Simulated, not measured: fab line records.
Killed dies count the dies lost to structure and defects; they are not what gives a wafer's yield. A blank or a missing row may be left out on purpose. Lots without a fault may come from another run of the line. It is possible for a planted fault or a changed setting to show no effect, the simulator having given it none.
fab line records + flow sky130
record:
- lots: 5
- wafers: 15
- lastDay: 49
route steps=708 shown PWDE@47 NWELL@56 VT_ADJUST_HVTP@85 METAL4@631 PAD_OPEN@708
lots that met no fault: taken from a fault-free run of the same line
startH: start of the lot's first displayed wafer, in hours after the record's first day + waitH: hours from the lot's prior step to this one + " unchanged from the row above + L1.1+2: several wafers, shown together as one row + - value missing, or start not given + * or withheld: withheld + < > ~ a bound
route shown NAME@n: NAME is a module with steps in the file, n the number in the route of the first one + usual: mean/standard deviation of fault-free wafers + same: alike in all rows + chamber/n: place in a boat + sites: the reading at each site + _std_site: the values' standard deviation + _edge_site: inner sites' mean taken away from outer sites' mean + radiusMm: how far each site lies from the wafer's centre + mask NAME#n: copy n + behind: the last tool/chamber to shape the wafer + hold: the reason the lot was held/the length of the hold in hours/how it ended + device: which transistor (n, p or np) failed to switch + end of line: tests run on the same wafers once the route is complete + a step without rows: its recipe alone + killed: dies that structure and defects cost at the first sort, which is not the same as the wafer's yield + map: shows each die of a wafer: x if killed, . if not, _ if none is there
set.NAME: the setting that was run; set.NAME@STEP: the one run at that earlier step + model.NAME: the simulator's own value behind a step, which no gauge read
lots at selected steps of the route; one table per step, one row per wafer
services: a tool's chamber out of use, with start hour (startH, from the record's first day; less than 0 if before it), hours out, and reason
== steps ==
step: SKY_PWDE_COAT_02
recipe:
- spinRpm: 2000
- resistThkNm: 3000
step: SKY_PWDE_SOFTBAKE_03
recipe:
- tempC: 110
- timeS: withheld
step: SKY_PWDE_EXPOSE_04
recipe:
- maskId: PWDEM
- na: 0.6
- sourceShape: conventional
- sigmaOuter: 0.6
- polarization: unpolarized
- targetCdNm: 840
- doseMj: 214
step: SKY_PWDE_PEB_05
recipe:
- tempC: 115
- timeS: withheld
step: SKY_PWDE_DEVELOP_06
recipe:
- wallAngleDeg: 90
- developer: TMAH
- developTimeS: 60
- devTempC: 23
step: SKY_PWDE_IMPLANT_08
recipe:
- species: B
- energyKev: 150
- doseCm2: 3.6e+12
- tiltDeg: withheld
step: SKY_PWDE_STRIP_09
recipe:
- chemistry: O2/N2
- powerW: 1400
- pressureMtorr: 1500
- platenTempC: withheld
- o2FlowSccm: 3000
- n2FlowSccm: 300
- overashFraction: 0.5
step: SKY_NWELL_DEHYDRATE_03
recipe:
- tempC: 200
- timeS: 60
step: SKY_NWELL_HMDS_04
recipe:
- primeTimeS: 60
- primeTempC: 120
step: SKY_NWELL_COAT_05
recipe:
- spinRpm: 2000
- resistThkNm: 3000
step: SKY_NWELL_SOFTBAKE_06
recipe:
- tempC: 110
- timeS: withheld
usual:
- heaterPowerTotalW: 65.34/0.13
- plateTempC: 109.99/0.14
- resistLineTempC: 23.00/0.11
| lot.wafer | tool          | chamber | startH | waitH | heaterPowerTotalW | plateTempC | resistLineTempC | model.coat_of_NWELL_COAT_05.thkNm |
|-----------|---------------|---------|--------|-------|-------------------|------------|-----------------|-----------------------------------|
| L291.2    | lithoTrack-02 | 0       | 112.82 | 0.1   | 65.47             | 110.02     | 22.98           | 3007                              |
| L291.3    | "             | 0       | "      | "     | 65.31             | 109.98     | 23.02           | 3000                              |
| L291.6    | "             | 0       | "      | "     | 65.12             | 109.93     | 23.12           | 3005                              |
| L299.1    | lithoTrack-02 | 0       | 155.88 | 0.1   | 75.67             | 122.67     | 22.96           | 2906                              |
| L299.2    | "             | 0       | "      | "     | 75.49             | 122.70     | 22.99           | 2908                              |
| L299.6    | "             | 0       | "      | "     | 75.81             | 122.66     | 23.12           | 2906                              |
| L301.3    | lithoTrack-02 | 0       | 168.15 | 0.1   | 75.50             | 122.62     | 23.04           | 2919                              |
| L301.4    | "             | 0       | "      | "     | 75.69             | 122.80     | 22.88           | 2910                              |
| L301.5    | "             | 0       | "      | "     | 75.72             | 122.58     | 22.90           | 2906                              |
| L302.1    | lithoTrack-02 | 0       | 173.88 | 0.1   | 75.71             | 122.59     | 22.87           | 2912                              |
| L302.3    | "             | 0       | "      | "     | 75.57             | 122.66     | 23.04           | 2913                              |
| L302.5    | "             | 0       | "      | "     | 75.47             | 122.55     | 22.84           | 2914                              |
| L304.2    | lithoTrack-04 | 0       | 185.29 | 0.1   | 65.56             | 109.69     | 22.93           | 3013                              |
| L304.4    | "             | 0       | "      | "     | 65.18             | 110.05     | 23.17           | 3007                              |
| L304.5    | "             | 0       | "      | "     | 65.50             | 109.70     | 22.84           | 3010                              |
step: SKY_NWELL_EXPOSE_07
recipe:
- maskId: NWM
- na: 0.6
- sourceShape: conventional
- sigmaOuter: 0.6
- polarization: unpolarized
- targetCdNm: 840
- doseMj: 255
step: SKY_NWELL_PEB_08
recipe:
- tempC: 115
- timeS: withheld
step: SKY_NWELL_DEVELOP_09
recipe:
- wallAngleDeg: 90
- developer: TMAH
- developTimeS: 60
- devTempC: 23
usual:
- resistLineTempC: 23.00/0.11
| lot.wafer | tool          | chamber | startH | waitH | resistLineTempC | model.coat_of_NWELL_COAT_05.thkNm |
|-----------|---------------|---------|--------|-------|-----------------|-----------------------------------|
| L291.2    | lithoTrack-04 | 0       | -      | -     | 22.85           | 3002                              |
| L291.3    | "             | 0       | "      | "     | 22.95           | 2995                              |
| L291.6    | "             | 0       | "      | "     | 22.99           | 3001                              |
| L299.1    | lithoTrack-04 | 0       | -      | -     | 23.12           | 2902                              |
| L299.2    | "             | 0       | "      | "     | 23.21           | 2904                              |
| L299.6    | "             | 0       | "      | "     | 23.05           | 2902                              |
| L301.3    | lithoTrack-02 | 0       | -      | -     | 23.14           | 2915                              |
| L301.4    | "             | 0       | "      | "     | 23.07           | 2906                              |
| L301.5    | "             | 0       | "      | "     | 23.13           | 2902                              |
| L302.1    | lithoTrack-03 | 0       | -      | -     | 22.98           | 2908                              |
| L302.3    | "             | 0       | "      | "     | 22.84           | 2909                              |
| L302.5    | "             | 0       | "      | "     | 23.00           | 2910                              |
| L304.2    | lithoTrack-03 | 0       | -      | -     | 23.11           | 3009                              |
| L304.4    | "             | 0       | "      | "     | 23.14           | 3003                              |
| L304.5    | "             | 0       | "      | "     | 23.16           | 3005                              |
step: SKY_NWELL_IMPLANT_11
recipe:
- species: P
- energyKev: 400
- doseCm2: 1.9e+13
- tiltDeg: withheld
step: SKY_NWELL_IMPLANT_12
recipe:
- species: P
- energyKev: 120
- doseCm2: 1.3e+12
- tiltDeg: withheld
step: SKY_NWELL_IMPLANT_13
recipe:
- species: P
- energyKev: 50
- doseCm2: 7e+11
- tiltDeg: withheld
step: SKY_NWELL_STRIP_14
recipe:
- chemistry: O2/N2
- powerW: 1400
- pressureMtorr: 1500
- platenTempC: withheld
- o2FlowSccm: 3000
- n2FlowSccm: 300
- overashFraction: 0.5
usual:
- drypumpMotorCurrentA: 5.5/0.37
- n2FlowSccm: 300.0/0.91
- oesProductAu: 0.722/0.0048
- stripTimeToEndpointS: 36.95/0.11
| lot.wafer | tool           | chamber | startH | waitH | drypumpMotorCurrentA | n2FlowSccm | oesProductAu | rfHoursCounterH | stripTimeToEndpointS |
|-----------|----------------|---------|--------|-------|----------------------|------------|--------------|-----------------|----------------------|
| L291.2    | plasmaAsher-02 | 0       | 122.49 | 0.1   | 5.8                  | 302.3      | 0.725        | 43              | 36.99                |
| L291.3    | "              | 1       | "      | "     | 5.0                  | 300.1      | 0.726        | -               | 36.92                |
| L291.6    | "              | 1       | "      | "     | 5.0                  | 301.6      | 0.722        | -               | 36.98                |
| L299.1    | plasmaAsher-01 | 1       | 166.39 | 0.1   | 5.6                  | 298.7      | 0.726        | 5               | 35.86                |
| L299.2    | "              | 0       | "      | "     | 5.7                  | 300.2      | 0.722        | 5               | 35.87                |
| L299.6    | "              | 0       | "      | "     | 5.7                  | 301.5      | 0.728        | -               | 35.84                |
| L301.3    | plasmaAsher-01 | 1       | 178.80 | 0.1   | 5.6                  | 300.6      | 0.720        | -               | 35.99                |
| L301.4    | "              | 0       | "      | "     | 5.7                  | 299.5      | 0.723        | -               | 35.90                |
| L301.5    | "              | 1       | "      | "     | 5.6                  | 298.7      | 0.714        | -               | 35.83                |
| L302.1    | plasmaAsher-03 | 1       | 184.84 | 0.1   | 5.7                  | 299.8      | 0.723        | 51              | 35.92                |
| L302.3    | "              | 0       | "      | "     | 4.9                  | 299.8      | 0.717        | -               | 35.93                |
| L302.5    | "              | 0       | "      | "     | 4.9                  | 299.0      | 0.721        | -               | 35.95                |
| L304.2    | plasmaAsher-02 | 0       | 196.94 | 0.1   | 5.9                  | 301.0      | 0.721        | 51              | 37.07                |
| L304.4    | "              | 0       | "      | "     | 5.9                  | 301.1      | 0.726        | -               | 37.02                |
| L304.5    | "              | 0       | "      | "     | 5.9                  | 301.9      | 0.727        | -               | 37.03                |
step: SKY_NWELL_DEHYDRATE_16
recipe:
- tempC: 200
- timeS: 60
step: SKY_NWELL_HMDS_17
recipe:
- primeTimeS: 60
- primeTempC: 120
step: SKY_NWELL_COAT_18
recipe:
- spinRpm: 2000
- resistThkNm: 3000
step: SKY_NWELL_SOFTBAKE_19
recipe:
- tempC: 110
- timeS: withheld
step: SKY_NWELL_EXPOSE_20
recipe:
- maskId: NWM_COMPLEMENT
- na: 0.6
- sourceShape: conventional
- sigmaOuter: 0.6
- polarization: unpolarized
- targetCdNm: 840
- doseMj: 260
step: SKY_NWELL_PEB_21
recipe:
- tempC: 115
- timeS: withheld
step: SKY_NWELL_DEVELOP_22
recipe:
- wallAngleDeg: 90
- developer: TMAH
- developTimeS: 60
- devTempC: 23
step: SKY_NWELL_IMPLANT_24
recipe:
- species: B
- energyKev: 140
- doseCm2: 9.2e+12
- tiltDeg: withheld
step: SKY_NWELL_STRIP_25
recipe:
- chemistry: O2/N2
- powerW: 1400
- pressureMtorr: 1500
- platenTempC: withheld
- o2FlowSccm: 3000
- n2FlowSccm: 300
- overashFraction: 0.5
step: SKY_NWELL_CLEAN_27
recipe:
- chemistry: SC1/SC2
- mix: 1:4:20
- tempC: 70
- timeS: 150
- dry: n2Spin
step: SKY_NWELL_RTA_28
recipe:
- tempC: 1050
- timeS: 30
- idleTempC: 650
- rampUpCPerS: 150
- rampDownCPerS: 90
- ambient: N2
step: SKY_VT_ADJUST_HVTP_DEHYDRATE_00
recipe:
- tempC: 200
- timeS: 60
step: SKY_VT_ADJUST_HVTP_HMDS_01
recipe:
- primeTimeS: 60
- primeTempC: 120
step: SKY_VT_ADJUST_HVTP_COAT_02
recipe:
- resist: NOVOLAK
- spinRpm: 3000
- resistThkNm: 1140
step: SKY_VT_ADJUST_HVTP_SOFTBAKE_03
recipe:
- tempC: 90
- timeS: 60
- resist: NOVOLAK
step: SKY_METAL4_DESCUM_15
recipe:
- chemistry: O2
- sourcePowerW: 150
- biasPowerW: 0
- pressureMtorr: 10
- tempC: 40
- timeS: 8
usual:
- drypumpMotorCurrentA: 5.65/0.22
- oesProductAu: 1.003/0.007
| lot.wafer | tool        | chamber | startH  | waitH | drypumpMotorCurrentA | oesProductAu | rfHoursCounterH | model.METAL4.cdNm |
|-----------|-------------|---------|---------|-------|----------------------|--------------|-----------------|-------------------|
| L291.2    | rieMetal-04 | 0       | 1029.76 | 0.0   | 5.41                 | 1.005        | 12              | 302.5             |
| L291.3    | "           | 0       | "       | "     | 5.41                 | 1.010        | -               | 302.9             |
| L291.6    | "           | 0       | "       | "     | 5.39                 | 1.005        | -               | 302.5             |
| L299.1    | rieMetal-03 | 0       | 1078.77 | 0.0   | 5.93                 | 1.009        | 23              | 306.3             |
| L299.2    | "           | 0       | "       | "     | 5.95                 | 0.996        | -               | 306.5             |
| L299.6    | "           | 0       | "       | "     | 5.95                 | 0.992        | -               | 306.2             |
| L301.3    | rieMetal-04 | 1       | 1089.83 | 0.0   | 5.98                 | 0.994        | -               | 298.5             |
| L301.4    | "           | 0       | "       | "     | 5.42                 | 0.994        | -               | 298.1             |
| L301.5    | "           | 1       | "       | "     | 5.96                 | 0.993        | -               | 299.5             |
| L302.1    | rieMetal-02 | 1       | 1097.37 | 0.0   | 5.48                 | 1.016        | 24              | 299.5             |
| L302.3    | "           | 0       | "       | "     | 5.46                 | 1.006        | -               | 298.1             |
| L302.5    | "           | 0       | "       | "     | 5.45                 | 1.007        | -               | 297.7             |
| L304.2    | rieMetal-03 | 0       | 1106.11 | 0.0   | 5.91                 | 1.002        | 26              | 299.1             |
| L304.4    | "           | 0       | "       | "     | 5.90                 | 1.010        | -               | 298.3             |
| L304.5    | "           | 0       | "       | "     | 5.92                 | 1.010        | -               | 299.8             |
step: SKY_PAD_OPEN_PROBE_99
usual:
- killed_at_M0_to_M3: 43/7.2
- killed_at_M4_up: 3.0/2
- killedAtContacts: 24/5.5
- killedAtFrontEnd: 15/4.2
- killedAtOther: 0.3/0.51
- killedDies: 85/10
- killedOpen: 46/7.3
- killedShort: 38/6.4
same:
- grossDies: 492
- killedAtBackSide: 0
| lot.wafer | tool      | chamber | startH  | waitH | killed_at_M0_to_M3 | killed_at_M4_up | killedAtContacts | killedAtFrontEnd | killedAtOther | killedDies | killedOpen | killedShort |
|-----------|-----------|---------|---------|-------|--------------------|-----------------|------------------|------------------|---------------|------------|------------|-------------|
| L304.2    | prober-02 | -       | 1184.77 | 0.1   | 43                 | 2               | 16               | 13               | 0             | 74         | 37         | 37          |
| L304.4    | prober-02 | -       | 1184.87 | 0.2   | 50                 | 2               | 30               | 12               | 0             | 94         | 49         | 45          |
| L304.5    | prober-02 | -       | 1184.92 | 0.2   | 37                 | 7               | 22               | 12               | 0             | 78         | 38         | 40          |
killed by level:class
L304.2 VIA1:geometricParticle:open=10 VIA3:geometricParticle:open=8 LOCAL_INTERCONNECT:geometricParticle:short=5 METAL2:geometricParticle:short=5 FIELD_ISO:geometricParticle:open=4 CONTACT:geometricParticle:short=4 CONTACT:geometricParticle:open=4 VIA1:geometricParticle:short=4
L304.4 VIA1:geometricParticle:open=12 CONTACT:geometricParticle:open=9 VIA1:geometricParticle:short=9 VIA3:geometricParticle:open=9 LI_CONTACT:geometricParticle:open=8 METAL2:geometricParticle:short=7 POLY_GATE:geometricParticle:short=5 POLY_GATE:geometricParticle:open=5
L304.5 VIA1:geometricParticle:open=10 CONTACT:geometricParticle:open=9 VIA2:geometricParticle:open=7 CONTACT:geometricParticle:short=7 METAL1:geometricParticle:short=7 METAL4:geometricParticle:short=5 VIA1:geometricParticle:short=4 POLY_GATE:geometricParticle:open=4
== services ==
| tool           | chamber | startH | hours | kind   |
|----------------|---------|--------|-------|--------|
| plasmaAsher-01 | -       | 89.06  | 1.5   | repair |
| plasmaAsher-01 | -       | 100.36 | 2.8   | pm     |
| plasmaAsher-01 | -       | 108.75 | 9.0   | pm     |
| rieMetal-04    | -       | 145.86 | 14.6  | pm     |
| rieMetal-03    | -       | 170.94 | 2.8   | pm     |
| rieMetal-04    | 0       | 220.29 | 9.0   | repair |
| plasmaAsher-01 | -       | 237.25 | 0.3   | repair |
| plasmaAsher-01 | -       | 292.43 | 1.3   | repair |
| rieMetal-04    | -       | 374.76 | 2.8   | pm     |
| rieMetal-03    | 0       | 404.65 | 4.6   | repair |
| plasmaAsher-01 | -       | 418.91 | 2.3   | repair |
| plasmaAsher-02 | -       | 460.69 | 2.4   | repair |
| plasmaAsher-02 | -       | 478.60 | 1.2   | repair |
| rieMetal-03    | -       | 482.93 | 15.6  | pm     |
| rieMetal-04    | -       | 492.61 | 0.7   | repair |
| rieMetal-03    | 0       | 500.56 | 5.9   | repair |
| rieMetal-04    | -       | 542.05 | 0.2   | repair |
| rieMetal-03    | 1       | 571.03 | 14.0  | repair |
| rieMetal-03    | -       | 578.83 | 0.3   | repair |
| plasmaAsher-02 | -       | 578.95 | 2.8   | pm     |
| plasmaAsher-01 | -       | 664.32 | 2.1   | repair |
| rieMetal-04    | 0       | 671.34 | 18.7  | repair |
| rieMetal-03    | 1       | 686.55 | 1.2   | repair |
| rieMetal-04    | 1       | 708.11 | 6.7   | repair |
== key ==
firstSign:
- step: SKY_NWELL_SOFTBAKE_06
- reading: plateTempC
- direction: up
- sigmas: 91
- usual: *
- struck: *
effect:
- step: SKY_NWELL_SOFTBAKE_06
- reading: heaterPowerTotalW
- direction: up
- sigmas: 79
- usual: *
- struck: *
effect:
- step: SKY_NWELL_STRIP_14
- reading: stripTimeToEndpointS
- direction: down
- sigmas: 9.8
- usual: *
- struck: *
modelEffect:
- step: SKY_NWELL_SOFTBAKE_06
- value: coat_of_NWELL_COAT_05.thkNm
- without: 3010
- struck: 2911
modelEffect:
- step: SKY_NWELL_DEVELOP_09
- value: coat_of_NWELL_COAT_05.thkNm
- without: 3006
- struck: 2906
modelEffect:
- step: SKY_METAL4_DESCUM_15
- value: METAL4.cdNm
- without: 300.2
- struck: 301.2
metAt SKY_NWELL_SOFTBAKE_06
struckWafers L299.1,L299.2,L299.6,L301.3,L301.4,L301.5,L302.1,L302.3,L302.5
testerLeftOut L299,L301,L302
loopTrim:
- step: SKY_METAL4_EXPOSE_10
- setting: dose
- lots: L299
onsetBetween 112.82 155.88
fault:
- kind: processParameterDrift
- tool: lithoTrack-02
- chamber: -
- onsetH: 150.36
- steps: SKY_NWELL_SOFTBAKE_06
- channel: tempC
- offset: *
- shape: step
- endH: 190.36
- actsIn: *
- stated: *
testerLeftOut: of these lots the tester's yield and bins aren't shown, on N5 and GAA mostly nor the transistor test; their killed dies are dies lost to structure and defects alone, not to doping, threshold or leakage, so they don't give the yield
loopTrim: a control loop set the setting to another value than it would have without faults
